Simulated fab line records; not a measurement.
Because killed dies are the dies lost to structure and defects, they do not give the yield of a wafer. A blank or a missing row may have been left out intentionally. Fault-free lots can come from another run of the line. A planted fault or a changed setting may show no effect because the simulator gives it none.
Which tool was responsible? ; flow sky130 ; at 1 step of a route of 708, 12 lots with 36 wafers sampled

## WHAT THE GAUGES READ, wafer by wafer
SKY_FIELD_ISO_BOW_MEAS_00.
lot;measured;on;INCOMING_BOW (um)
L075;day 1 15:00;film metro-03;-12 -1 -5
L077;day 2 01:04;film metro-04;-8 0 6
L079;day 2 11:00;film metro-01;6 -10 -3
L081;day 2 21:00;film metro-03;-5 13 2
L083;day 3 07:01;film metro-01;-1 4 -7
L085;day 3 17:00;film metro-03;1 3 6
L087;day 4 03:04;film metro-01;9 -4 -2
L089;day 4 13:01;film metro-01;-4 5 7
L091;day 4 23:02;film metro-04;7 -12 -1
L093;day 5 09:01;film metro-01;-6 1 4
L095;day 5 19:00;film metro-03;2 1 -3
L097;day 6 05:00;film metro-03;3 11 -4

## EACH LOT AND THE TOOL THAT RAN IT (in order: tool; ch and the chambers of the sampled wafers; start)
Record: no process step prior to these readings.

## THE ANSWER, worked out from the rows above alone
Rule: the lots themselves supply what counts as usual. Put in order of their means at a reading, lots are off if they are a third of the lots or fewer, leave a main group of 4 or more, and stand apart from it by a gap of 3 or more times the standard deviation of the main group's means; of several such gaps the widest counts. Not used: any main group whose means are identical at the precision the tables above print for the reading. A lot without any number at a reading at which 4 lots or more have one is off too. All remaining lots with rows at the step are treated as sound.
Nothing can be told from this: no lot is off at any reading shown.

## WHAT HAD BEEN PUT IN BY THE SIMULATOR
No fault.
